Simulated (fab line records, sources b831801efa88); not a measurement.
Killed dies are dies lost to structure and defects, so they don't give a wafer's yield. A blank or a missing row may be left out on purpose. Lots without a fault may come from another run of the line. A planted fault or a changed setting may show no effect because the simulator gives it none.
A struck lot beside a sound one | flow sky130 | 23 steps out of a route of 708
Sound: wafers L826.1, L826.5, L826.6. Struck: wafer L836.5. (L836.1, L836.4 of the same lot were not struck and are left out.) The cause comes at the end.
At each step with rows: each side's tool, then ch and its chambers, then its first start. Under that, the readings that differ: sound wafers | struck wafers | difference of the means | sigmas: that difference in standard deviations of wafers without a fault.
alike: readings whose means differ by less than 2 such deviations, and words and numbers that are the same on both sides. not compared: withheld readings, readings that some wafer has no value for, bounds like >300 that may hide the same value, and numbers for which the record gives no deviation and whose values overlap.
The two part at a step that has a row with sigmas, a row that says differs or no value, or rows on one side only. Numbers that don't overlap but have no deviation are shown without sigmas and don't part them. A reading that every wafer of one side lacks parts them only if that side has two wafers or more.

first, 1 step without rows for these wafers: SKY_CAPM_DEVELOP_11 (develop time 60 s).
SKY_CAPM_OVL_MEAS_12:
  sound on overlay-01, day 39 16:41; struck on overlay-02, day 42 05:11
  alike: CAPM_OVL
SKY_CAPM_METAL_ETCH_13: etches TiN in Cl2/BCl3, stops on SiO2, target depth 220 nm, time 62.9 s.
  sound on rie_metal-03 ch 0,1, day 39 16:43; struck on rie_metal-04 ch 0, day 42 05:13
  reading               | sound             | struck | difference | sigmas
  oes_product_au (a.u.) | 0.940 0.947 0.948 | 0.930  | -0.015     | -2
  alike: drypump_motor_current_A, throttle_valve_pct
  not compared: rf_hours_counter_h
SKY_CAPM_STRIP_14: strips in O2/N2.
  sound on plasma_asher-03 ch 0,1, day 39 16:48; struck on plasma_asher-03 ch 0, day 42 05:17
  reading                      | sound             | struck | difference | sigmas
  strip_time_to_endpoint_s (s) | 12.77 12.73 12.79 | 12.59  | -0.17      | -3
  alike: drypump_motor_current_A, oes_product_au
  not compared: rf_hours_counter_h
then, 8 steps without rows for these wafers: SKY_CAPM_STRIP_15 (strips in post etch residue remover, time 1200 s); SKY_CAPM_CLEAN_16 (cleans in IPA, time 180 s); SKY_CAPM_CLEAN_17 (cleans in O3/DIW); SKY_METAL3_DEHYDRATE_05 (time 60 s); SKY_METAL3_HMDS_06 (prime time 60 s); SKY_METAL3_COAT_07 (resist thk 60 nm); SKY_METAL3_COAT_08 (resist thk 1140 nm); SKY_METAL3_SOFTBAKE_09 (time 90 s).
SKY_METAL3_EXPOSE_10: exposes mask MM3, target cd 300 nm.
  sound on krf_scanner-02 ch 0, day 40 04:58; struck on krf_scanner-02 ch 0, day 42 17:28
  alike: mask, exposure_dose_mJ_cm2
then, 2 steps without rows for these wafers: SKY_METAL3_PEB_11; SKY_METAL3_DEVELOP_12 (develop time 60 s).
SKY_METAL3_CD_MEAS_13: target cd 300 nm.
  sound on cd_sem-01, day 40 17:14; struck on cd_sem-01, day 43 05:13
  reading    | sound             | struck | difference | sigmas
  cd_nm (nm) | 301.9 301.1 302.2 | 280.5  | -21.2      | -15
SKY_METAL3_OVL_MEAS_14:
  sound on overlay-02, day 40 17:21; struck on overlay-02, day 43 05:20
  alike: METAL3_OVL
SKY_METAL3_DESCUM_15: chemistry O2, time 8 s.
  sound on rie_metal-03 ch 0,1, day 40 17:23; struck on rie_metal-04 ch 1, day 43 05:22
  reading                 | sound             | struck | difference | sigmas
  oes_product_au (a.u.)   | 1.012 1.028 1.018 | 0.992  | -0.027     | -2
  model.METAL3.cd_nm (nm) | 302.1 301.2 302.1 | 281.3  | -20.5      |
  alike: drypump_motor_current_A
  not compared: rf_hours_counter_h
SKY_METAL3_ETCH_16: etches BARC in N2/H2, stops on SiO2, time 88.2 s, target depth 60 nm.
  sound on rie_metal-03 ch 0,1, day 40 17:25; struck on rie_metal-04 ch 1, day 43 05:24
  alike: drypump_motor_current_A, h2_flow_sccm, oes_product_au, throttle_valve_pct
  not compared: rf_hours_counter_h
SKY_METAL3_ETCH_17: etches SiO2 in C4F8/O2/Ar, stops on TiN, time 3.9 s, target depth 15 nm.
  sound on rie_diel-01 ch 1,2, day 40 17:31; struck on rie_diel-01 ch 2, day 43 05:30
  alike: oes_product_au
SKY_METAL3_METAL_ETCH_18: etches the open film in Cl2/BCl3, stops on SiO2, target depth 845 nm, time 183.1 s.
  sound on rie_metal-04 ch 0,1, day 40 17:32; struck on rie_metal-03 ch 1, day 43 05:31
  reading                 | sound             | struck | difference | sigmas
  model.METAL3.cd_nm (nm) | 302.3 305.4 307.9 | 279    | -26        |
  alike: drypump_motor_current_A, oes_product_au, throttle_valve_pct
  not compared: rf_hours_counter_h
SKY_METAL3_STRIP_19: strips in O2/N2.
  sound on plasma_asher-02 ch 0,1, day 40 17:43; struck on plasma_asher-03 ch 0, day 43 05:41
  reading                     | sound       | struck | difference | sigmas
  drypump_motor_current_A (A) | 6.0 6.0 5.8 | 4.8    | -1.1       | -2
  alike: oes_product_au, strip_time_to_endpoint_s
  not compared: rf_hours_counter_h
-- the record jumps here: 6 days lie between the struck wafers' starts before and after (it left off in module METAL3 and takes up again in module PAD_OPEN, whose first step shown is number 708 of the route) --
SKY_PAD_OPEN_PROBE_99:
  sound on prober-02, day 47 13:18; struck on prober-01, day 49 15:24
  reading                        | sound                | struck | difference | sigmas
  model.etest.met3.width_nm (nm) | 303.3 305.8 304.6    | 284    | -21        |
  model.etest.met3.line_ohm_um   | 0.1403 0.1376 0.1382 | 0.15   | +0.01      |

WHERE THEY PART
First at SKY_CAPM_METAL_ETCH_13; last, within this record, at SKY_METAL3_STRIP_19.

WHY: what the simulator had put in
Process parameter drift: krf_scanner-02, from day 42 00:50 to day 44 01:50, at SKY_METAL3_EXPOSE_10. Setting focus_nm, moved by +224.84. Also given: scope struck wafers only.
